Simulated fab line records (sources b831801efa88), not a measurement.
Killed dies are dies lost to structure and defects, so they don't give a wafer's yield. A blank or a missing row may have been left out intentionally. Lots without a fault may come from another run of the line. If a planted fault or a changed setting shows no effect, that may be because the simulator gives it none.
Which of the tools did it? | flow gf180mcu | Sampling: 14 lots, 42 wafers, 2 of 602 route steps

## WHAT THE GAUGES SHOWED, per wafer
GF_LVPWELL_TW_MEAS_11. Usual: LVPWELL_TW gives 555 (standard deviation 3.9).
lot  | measured    | on            | LVPWELL_TW  | flag
L795 | day 3 23:08 | film_metro-02 | 553 552 555 |
L796 | day 4 02:14 | film_metro-01 | 563 560 561 |
L799 | day 4 18:29 | film_metro-04 | 557 559 560 |
L800 | day 5 02:02 | film_metro-02 | 554 553 552 |
L801 | day 5 07:23 | film_metro-04 | 557 558 557 |
L802 | day 5 12:37 | film_metro-01 | 557 557 554 |
L803 | day 5 17:48 | film_metro-04 | 553 553 553 |
L806 | day 6 11:51 | film_metro-02 | 552 550 549 |
L812 | day 7 22:17 | film_metro-01 | 558 558 558 |
L813 | day 8 03:20 | film_metro-02 | 547 550 549 |
L815 | day 8 14:29 | film_metro-02 | 548 550 550 |
L816 | day 8 19:11 | film_metro-04 | 556 553 554 |
L817 | day 9 04:20 | film_metro-02 | 553 552 549 |
L818 | day 9 06:50 | film_metro-04 | 559 558 558 |

## TOOL THAT RAN EACH LOT (tool first, then ch and the chambers of the sampled wafers, then the start)
lot  | GF_LVPWELL_STRIP_10
L795 | plasma_asher-02 ch 1, day 3 23:02
L796 | plasma_asher-04 ch 0,1, day 4 02:08
L799 | plasma_asher-02 ch 0,1, day 4 18:22
L800 | plasma_asher-01 ch 0,1, day 5 01:56
L801 | plasma_asher-04 ch 0,1, day 5 07:18
L802 | plasma_asher-01 ch 0,1, day 5 12:31
L803 | plasma_asher-01 ch 0,1, day 5 17:41
L806 | plasma_asher-04 ch 0,1, day 6 11:44
L812 | plasma_asher-04 ch 0,1, day 7 22:12
L813 | plasma_asher-02 ch 0,1, day 8 03:15
L815 | plasma_asher-04 ch 0,1, day 8 14:23
L816 | plasma_asher-04 ch 0,1, day 8 19:04
L817 | plasma_asher-04 ch 0,1, day 9 04:15
L818 | plasma_asher-04 ch 0,1, day 9 06:44
- GF_LVPWELL_STRIP_10: strips in O2/N2.

## WHAT THE TOOLS THEMSELVES READ (means of the sampled wafers that have a number; where no wafer has one, the mark that the record gives instead)
GF_LVPWELL_STRIP_10. Usual: drypump_motor_current_A 5.7 A, standard deviation 0.6; heater_power_w 331 W, standard deviation 30; oes_product_au 0.722 a.u., standard deviation 0.0052; strip_time_to_endpoint_s 37.00 s, standard deviation 0.13.
lot  | tool            | drypump_motor_current_A (A) | heater_power_w (W) | oes_product_au (a.u.) | strip_time_to_endpoint_s (s) | flag
L795 | plasma_asher-02 | 5.9                         | 298                | 0.723                 | 37.11                        |
L796 | plasma_asher-04 | 5.7                         | 329                | 0.722                 | 36.87                        |
L799 | plasma_asher-02 | 5.7                         | 304                | 0.723                 | 37.09                        |
L800 | plasma_asher-01 | 6.4                         | 365                | 0.723                 | 37.16                        |
L801 | plasma_asher-04 | 5.3                         | 324                | 0.725                 | 36.85                        |
L802 | plasma_asher-01 | 6.4                         | 361                | 0.727                 | 36.95                        |
L803 | plasma_asher-01 | 6.3                         | 357                | 0.723                 | 36.75                        |
L806 | plasma_asher-04 | 5.2                         | 320                | 0.722                 | 36.98                        |
L812 | plasma_asher-04 | 5.7                         | 328                | 0.720                 | 37.16                        |
L813 | plasma_asher-02 | 5.7                         | 313                | 0.722                 | 37.19                        |
L815 | plasma_asher-04 | 5.7                         | 330                | 0.722                 | 37.04                        |
L816 | plasma_asher-04 | 5.3                         | 321                | 0.720                 | 36.93                        |
L817 | plasma_asher-04 | 5.7                         | 323                | 0.717                 | 37.08                        |
L818 | plasma_asher-04 | 5.2                         | 319                | 0.724                 | 37.03                        |

## THE ANSWER, worked out from the rows above alone
Rule: lot off if the mean of its wafers having a number is beyond 3 standard deviations from the usual mean. A lot without any number at a reading at which 4 lots or more have one is off too. Any other lot the step has rows for is counted as sound. The gauges are gone through in route order, then the tools' own readings, and for those a lot's mean is taken as printed above. At the first step where some lot is off, the reading lying furthest off is the one used; lots without a number count as furthest.
Nothing can be told from this: no lot is off at any reading shown.

## WHAT WAS PUT IN BY THE SIMULATOR
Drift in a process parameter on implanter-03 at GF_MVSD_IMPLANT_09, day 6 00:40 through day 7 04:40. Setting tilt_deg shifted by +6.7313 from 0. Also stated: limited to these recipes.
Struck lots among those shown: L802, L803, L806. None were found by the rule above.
